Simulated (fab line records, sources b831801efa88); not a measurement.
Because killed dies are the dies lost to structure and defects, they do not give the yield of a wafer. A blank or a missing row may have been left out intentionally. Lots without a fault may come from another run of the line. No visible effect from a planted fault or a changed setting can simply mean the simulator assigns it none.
A single fault, viewed from 2 desks || flow gf180mcu || what lay behind the numbers comes last; until then each desk has only its own

FOR THE TOOL OWNER'S DESK: implanter-04
For each lot that ran on this tool, the mean over its sampled wafers that have a number, from the tool's own readings at GF_NWELL_IMPLANT_08. A lot is out of limits, marked OUT, if its mean lies more than 4 standard deviations from the usual mean; the brackets give that distance.
Columns: A = dose ions cm2 at GF_NWELL_IMPLANT_08, usual 1.4998e+13; B = faraday current uA at GF_NWELL_IMPLANT_08, usual 84.6
{"lot": "L409", "first seen here": "day 3 14:02", "A": 1.4989e+13, "B": 84.3}
{"lot": "L420", "first seen here": "day 6 01:16", "A": 1.4997e+13, "B": 85.3}
{"lot": "L424", "first seen here": "day 6 23:29", "A": 1.5004e+13, "B": 85.2}
{"lot": "L425", "first seen here": "day 7 04:41", "A": 1.5003e+13, "B": 85.1}
{"lot": "L427", "first seen here": "day 7 14:51", "A": "2.2575e+13 (+99 or more) OUT", "B": "130.2 (+27) OUT"}
{"lot": "L429", "first seen here": "day 8 03:30", "A": "2.2588e+13 (+99 or more) OUT", "B": "127.2 (+25) OUT"}
This desk's finding: out of limits on L427, L429; first on L427, day 7 14:51 (dose ions cm2 at GF_NWELL_IMPLANT_08). L409, L420, L424, L425 stayed within limits.

AT THE METROLOGY DESK
Means of the sampled wafers that have a number, per lot and without regard to the tool the lot ran on: this is what the gauges read. A lot is out of limits, marked OUT, if its mean lies more than 4 standard deviations from the usual mean; the brackets give that distance.
Columns: A = NWELL_TW at GF_NWELL_TW_MEAS_11, usual 1570; B = NWELL_RS at GF_VT_IMPLANT_RS_MEAS_47, usual 487.6 ohm/sq; C = CONTACT_OVL at GF_CONTACT_OVL_MEAS_15, usual 1 nm
{"lot": "L409", "first seen here": "day 3 14:25", "A": 1581, "B": 488.0, "C": 4}
{"lot": "L411", "first seen here": "day 4 00:25", "A": 1550, "B": 487.9, "C": 2}
{"lot": "L412", "first seen here": "day 4 06:35", "A": 1571, "B": 488.3, "C": 0}
{"lot": "L414", "first seen here": "day 4 17:25", "A": 1581, "B": 486.4, "C": -2}
{"lot": "L415", "first seen here": "day 4 23:29", "A": 1552, "B": 486.2, "C": 2}
{"lot": "L418", "first seen here": "day 5 14:13", "A": 1560, "B": 488.7, "C": 5}
{"lot": "L420", "first seen here": "day 6 01:39", "A": 1568, "B": 488.9, "C": 2}
{"lot": "L424", "first seen here": "day 6 23:52", "A": 1577, "B": 485.3, "C": -0}
{"lot": "L425", "first seen here": "day 7 05:05", "A": 1576, "B": 488.2, "C": -12}
{"lot": "L427", "first seen here": "day 7 15:15", "A": "1739 (+14) OUT", "B": "395.2 (-77) OUT", "C": 3}
{"lot": "L429", "first seen here": "day 8 03:54", "A": "1779 (+17) OUT", "B": "394.9 (-77) OUT", "C": -8}
{"lot": "L430", "first seen here": "day 8 08:00", "A": 1579, "B": 487.3, "C": -0}
Finding of this desk: L427, L429 out of limits, first seen on L427 at day 7 15:15 (NWELL_TW at GF_NWELL_TW_MEAS_11). L409, L411, L412, L414, L415, L418, L420, L424, L425, L430 stayed within limits.

PUT TOGETHER
On L427, L429, at day 7 14:51, an alarm was possible from the tool owner's desk.
An alarm was possible from the metrology desk at day 7 15:15, on L427, L429.
GF_NWELL_IMPLANT_08 was run on implanter-04 by each of the lots named.

WHAT THE SIMULATOR HAD INSERTED
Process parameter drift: implanter-04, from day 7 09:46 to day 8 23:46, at GF_NWELL_IMPLANT_08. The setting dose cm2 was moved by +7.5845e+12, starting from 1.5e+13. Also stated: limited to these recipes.
Shown lots that were struck: L427, L429.
Time in hours from fault onset to the first out-of-limits reading at each desk: tool owner's desk 5, metrology desk 5.
